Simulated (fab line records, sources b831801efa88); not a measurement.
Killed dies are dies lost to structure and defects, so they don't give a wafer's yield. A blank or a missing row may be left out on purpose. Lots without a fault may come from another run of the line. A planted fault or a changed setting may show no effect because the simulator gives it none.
Chamber matching | flow gf180mcu | GF_POLY_GATE_ETCH_13 on rie_si-02: 4 sister chambers
The step etches poly-Si in HBr/Cl2, stops on SiO2, target depth 198.5 nm, time 69.6 s. 19 wafers are shown with their chamber, then 9 later ones without.

WAFERS WITH THEIR CHAMBER
wafer  | chamber | drypump_motor_current_A (A) | he_backside_leak_sccm (sccm) | oes_product_au (a.u.)
L313.1 | 2       | 5.23                        | 2.73                         | 0.986
L313.4 | 3       | 5.15                        | 2.67                         | 0.997
L313.6 | 0       | 5.57                        | 2.87                         | 0.996
L314.3 | 0       | 5.58                        | 2.91                         | 0.993
L314.4 | 3       | 5.17                        | 2.84                         | 0.990
L314.5 | 2       | 5.26                        | 2.95                         | 0.989
L316.1 | 0       | 5.58                        | 2.91                         | 0.990
L316.3 | 1       | 5.54                        | 2.69                         | 0.991
L316.6 | 0       | 5.56                        | 2.81                         | 0.989
L317.2 | 0       | 5.56                        | 3.11                         | 1.003
L317.3 | 3       | 5.17                        | 2.56                         | 0.997
L317.6 | 1       | 5.55                        | 2.44                         | 0.997
L318.3 | 0       | 5.54                        | 2.81                         | 0.990
L318.6 | 3       | 5.15                        | 2.61                         | 0.988
L319.1 | 0       | 5.59                        | 2.87                         | 0.993
L320.3 | 0       | 5.57                        | 2.80                         | 1.005
L332.1 | 1       | 5.53                        | 2.50                         | 0.995
L332.3 | 2       | 5.26                        | 2.80                         | 0.993
L332.5 | 1       | 5.52                        | 2.44                         | 0.994

SIGNATURES (means of the wafers above)
reading                 | chamber 0 | chamber 1 | chamber 2 | chamber 3 | scatter within a chamber
drypump_motor_current_A | 5.5687    | 5.5350    | 5.2500    | 5.1600    | 0.0146
he_backside_leak_sccm   | 2.8862    | 2.5175    | 2.8267    | 2.6700    | 0.11
oes_product_au          | 0.99487   | 0.99425   | 0.98933   | 0.99300   | 0.00496
Rule: a wafer's distance from a chamber is the root of the sum, over the readings, of the square of ((its reading less the chamber's mean) divided by the reading's scatter). The wafer belongs to the nearest chamber; if the next one is less than 2 further off, it can't be placed. The scatter: the root of (the sum of the squares of (reading less its chamber's mean) over the shown wafers, divided by (wafers less chambers)).

WAFERS WITHOUT THEIR CHAMBER
wafer  | drypump_motor_current_A (A) | he_backside_leak_sccm (sccm) | oes_product_au (a.u.)
L333.2 | 5.57                        | 2.80                         | 0.981
L333.5 | 5.26                        | 2.81                         | 0.997
L333.6 | 5.53                        | 2.38                         | 0.986
L334.2 | 5.15                        | 2.54                         | 0.979
L334.4 | 5.24                        | 2.85                         | 0.983
L334.6 | 5.27                        | 2.81                         | 0.987
L335.2 | 5.55                        | 3.05                         | 0.989
L335.4 | 5.17                        | 2.46                         | 0.986
L335.6 | 5.55                        | 2.98                         | 0.992

WHICH CHAMBER EACH WENT THROUGH
wafer  | from the rows above     | in truth
L333.2 | can't be placed: 0 or 1 | 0
L333.5 | 2                       | 2
L333.6 | 1                       | 1
L334.2 | 3                       | 3
L334.4 | 2                       | 2
L334.6 | 2                       | 2
L335.2 | 0                       | 0
L335.4 | 3                       | 3
L335.6 | 0                       | 0
Placed correctly: 8 of 9. Can't be placed from these rows: 1 (the true chamber is among the candidates in 1). Placed wrongly: 0.
